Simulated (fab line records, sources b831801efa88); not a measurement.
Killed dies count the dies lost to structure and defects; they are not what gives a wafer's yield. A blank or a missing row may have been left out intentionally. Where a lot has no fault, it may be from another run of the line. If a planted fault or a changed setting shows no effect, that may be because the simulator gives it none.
Matching of chambers    flow gf180mcu    GF_V1_CMP_04 on cmp-01: 4 sister chambers
The step polishes SiO2. 4 wafers are shown with their chamber, then 6 later ones without.

== EACH WAFER AND ITS CHAMBER ==
wafer   chamber  motor_current_A (A)
L314.1  1        12.0
L316.6  3        12.5
L317.2  0        13.0
L317.3  2        12.1

== WAFERS WITHOUT THEIR CHAMBER ==
wafer   motor_current_A (A)
L317.5  11.8
L321.1  13.5
L321.2  12.8
L321.3  12.0
L325.2  13.4
L325.4  11.9

== WHICH CHAMBER EACH ONE RAN IN ==
wafer   from the rows above           in truth
L317.5  can't be placed: 1 or 2 or 3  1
L321.1  can't be placed: 0 or 3       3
L321.2  can't be placed: 0 or 3 or 2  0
L321.3  can't be placed: 1 or 2 or 3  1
L325.2  can't be placed: 0 or 3       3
L325.4  can't be placed: 1 or 2 or 3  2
Correctly placed: 0 of 6. Can't be placed from these rows: 6 (the true chamber is among the candidates in 6). Wrongly placed: 0.
How it was worked out, from the rows above alone: a wafer's distance from a chamber is the root of the sum, over the readings, of the square of ((its reading less the chamber's mean) divided by the reading's scatter). The wafer belongs to the nearest chamber; if the next one is less than 2 further off, it can't be placed. Each chamber's mean is taken over the wafers shown for it. The scatter (one wafer shown for each chamber): square how far every hidden wafer sits from the nearest shown wafer, average those squares and take the square root.
